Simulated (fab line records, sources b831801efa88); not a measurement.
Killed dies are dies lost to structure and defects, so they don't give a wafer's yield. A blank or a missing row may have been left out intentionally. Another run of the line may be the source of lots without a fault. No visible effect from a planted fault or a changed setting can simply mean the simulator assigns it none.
A struck lot beside a sound one    flow sky130    15 steps out of a route of 708
Sound: these wafers, L842.1, L842.4, L842.5. Wafers L832.1, L832.2, L832.3 were the ones struck. The cause is named last.
Per side, at each step with rows, come the tool, then ch with its chambers, and then its first start. Under that, the readings that differ: sound wafers    struck wafers    difference of the means    sigmas: that difference in standard deviations of wafers without a fault.
alike: readings whose means differ by less than 2 such deviations, and words and numbers that are the same on both sides. not compared: withheld readings, readings that some wafer has no value for, bounds like >300 that may hide the same value, and numbers for which the record gives no deviation and whose values overlap.
A row with sigmas, a row that says differs or no value, or rows on one side alone: a step with any of these is where the two part. Non-overlapping numbers with no deviation appear without sigmas and do not part them. A reading that every wafer of one side lacks parts them only if that side has two wafers or more.

SKY_LDD_HVN_OVL_MEAS_07:
  sound on overlay-01 at day 28 03:55; struck on overlay-01 at day 24 22:21
  alike: LDD_HVN_OVL
after that, 1 step had no rows for these wafers: SKY_LDD_HVN_IMPLANT_08.
SKY_LDD_HVN_STRIP_09: strips in O2/N2.
  sound on plasma asher-02 ch 0,1, day 28 04:07; struck on plasma asher-03 ch 0,1, day 24 22:32
  alike: chamber pressure mTorr, drypump motor current A, oes product au, strip time to endpoint s
  not compared: rf hours counter h
SKY_LDD_HVN_TW_MEAS_10:
  sound on film metro-01 at day 28 04:13; struck on film metro-01 at day 24 22:38
  alike: LDD_HVN_TW
then, 7 steps without rows for these wafers: SKY_LDD_HVP_DEHYDRATE_00 (time 60 s); SKY_LDD_HVP_HMDS_01 (prime time 60 s); SKY_LDD_HVP_COAT_02 (resist thk 300 nm); SKY_LDD_HVP_SOFTBAKE_03 (time 60 s); SKY_LDD_HVP_EXPOSE_04 (exposes mask HVPTM, target cd 700 nm); SKY_LDD_HVP_PEB_05; SKY_LDD_HVP_DEVELOP_06 (develop time 60 s).
SKY_LDD_HVP_OVL_MEAS_07:
  sound on overlay-02 at day 29 08:27; struck on overlay-01 at day 26 03:45
  alike: LDD_HVP_OVL
SKY_LDD_HVP_IMPLANT_08:
  struck on implanter-01, day 26 03:47; sound on implanter-01 ch 0, day 29 08:29
  no value came back on the struck wafers for beam energy keV, beam on s (s); on the sound wafers beam energy keV reads 20.002 20.007 20.012
SKY_LDD_HVP_STRIP_09: strips in O2/N2.
  sound on plasma asher-04 ch 1, day 29 08:38; struck on plasma asher-01 ch 0,1, day 26 03:56
  alike: chamber pressure mTorr, drypump motor current A, oes product au, strip time to endpoint s
  not compared: rf hours counter h
SKY_LDD_HVP_TW_MEAS_10:
  sound on film metro-04 at day 29 08:44; struck on film metro-04 at day 26 04:02
reading     sound        struck    difference  sigmas
LDD_HVP_TW  450 451 450  30 30 30  -420        -99 or more

WHERE THEY PART
At SKY_LDD_HVP_IMPLANT_08 first; at SKY_LDD_HVP_TW_MEAS_10 last (within this record only).

WHY: the cause the simulator had injected
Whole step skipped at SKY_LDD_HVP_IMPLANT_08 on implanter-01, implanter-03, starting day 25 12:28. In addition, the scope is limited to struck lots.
